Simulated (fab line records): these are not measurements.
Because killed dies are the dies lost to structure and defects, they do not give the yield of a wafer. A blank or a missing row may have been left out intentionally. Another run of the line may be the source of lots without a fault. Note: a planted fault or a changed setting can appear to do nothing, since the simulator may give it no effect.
Chamber matching + flow gf180mcu + GF_V3_CMP_26 on cmp-02 has 4 sister chambers
The step polishes, stops on SiO2, t overpolish 15 s, target thk 0 nm. 18 wafers are shown with their chamber, then 9 later ones without.

WAFERS, EACH WITH ITS CHAMBER
| wafer  | chamber | motor-current-A (A) | time-to-endpoint-s (s) | overpolish-run-s (s) |
|--------|---------|---------------------|------------------------|----------------------|
| L193.1 | 1       | 9.3                 | 83                     | 14.999               |
| L193.4 | 2       | 12.6                | 83                     | 15.009               |
| L193.6 | 3       | 12.0                | 86                     | 14.985               |
| L194.1 | 3       | 12.4                | 87                     | 15.000               |
| L194.3 | 2       | 13.0                | 82                     | 15.011               |
| L194.6 | 3       | 11.8                | 86                     | 14.979               |
| L195.2 | 2       | 14.0                | 81                     | 14.985               |
| L195.3 | 3       | 12.3                | 89                     | 15.005               |
| L195.5 | 1       | 9.3                 | 87                     | 15.011               |
| L196.1 | 0       | 12.2                | 85                     | 14.992               |
| L196.3 | 2       | 12.8                | 84                     | 15.005               |
| L196.6 | 2       | 13.4                | 80                     | 15.019               |
| L201.1 | 0       | 12.6                | 83                     | 14.994               |
| L201.4 | 3       | 12.3                | 84                     | 14.995               |
| L201.6 | 1       | 9.3                 | 87                     | 14.991               |
| L203.1 | 1       | 9.3                 | 76                     | 14.993               |
| L203.3 | 3       | 11.8                | 84                     | 15.004               |
| L203.6 | 0       | 13.0                | 81                     | 14.998               |

SIGNATURES (averages over the wafers above)
| reading            | chamber 0 | chamber 1 | chamber 2 | chamber 3 | scatter within a chamber |
|--------------------|-----------|-----------|-----------|-----------|--------------------------|
| motor-current-A    | 12.600    | 9.300     | 13.160    | 12.100    | 0.37                     |
| time-to-endpoint-s | 83.00     | 83.25     | 82.00     | 86.00     | 2.89                     |
| overpolish-run-s   | 14.99467  | 14.99850  | 15.00580  | 14.99467  | 0.0102                   |
Rule: distance of a wafer from a chamber = root of the sum over the readings of ((wafer's reading minus chamber's mean) / reading's scatter) squared. If the next closest chamber is less than 2 further off than the closest, the wafer can't be placed; otherwise it belongs to the closest. The scatter is the square root of a quotient: the sum, over the shown wafers, of each reading's squared deviation from its chamber's mean, divided by wafers minus chambers.

WAFERS WITHOUT THEIR CHAMBER
| wafer  | motor-current-A (A) | time-to-endpoint-s (s) | overpolish-run-s (s) |
|--------|---------------------|------------------------|----------------------|
| L207.1 | 12.0                | 84                     | 15.001               |
| L207.3 | 9.1                 | 83                     | 14.986               |
| L207.4 | 11.9                | 79                     | 14.988               |
| L210.4 | 9.1                 | 92                     | 15.009               |
| L210.5 | 12.4                | 87                     | 14.998               |
| L210.6 | 12.0                | 88                     | 15.012               |
| L215.2 | 12.9                | 84                     | 15.005               |
| L215.5 | 9.3                 | 88                     | 14.995               |
| L215.6 | 13.1                | 86                     | 14.991               |

EACH ONE'S CHAMBER
| wafer  | from the rows above          | in truth |
|--------|------------------------------|----------|
| L207.1 | can't be placed: 3 or 0      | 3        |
| L207.3 | 1                            | 1        |
| L207.4 | can't be placed: 0 or 3 or 2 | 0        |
| L210.4 | 1                            | 1        |
| L210.5 | can't be placed: 3 or 0 or 2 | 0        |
| L210.6 | can't be placed: 3 or 0 or 2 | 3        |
| L215.2 | can't be placed: 2 or 0 or 3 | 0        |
| L215.5 | 1                            | 1        |
| L215.6 | can't be placed: 0 or 2 or 3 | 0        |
3 of 9 placed correctly. Not placeable from these rows: 6 (in 6, the candidates include the true chamber). Wrongly placed: 0.
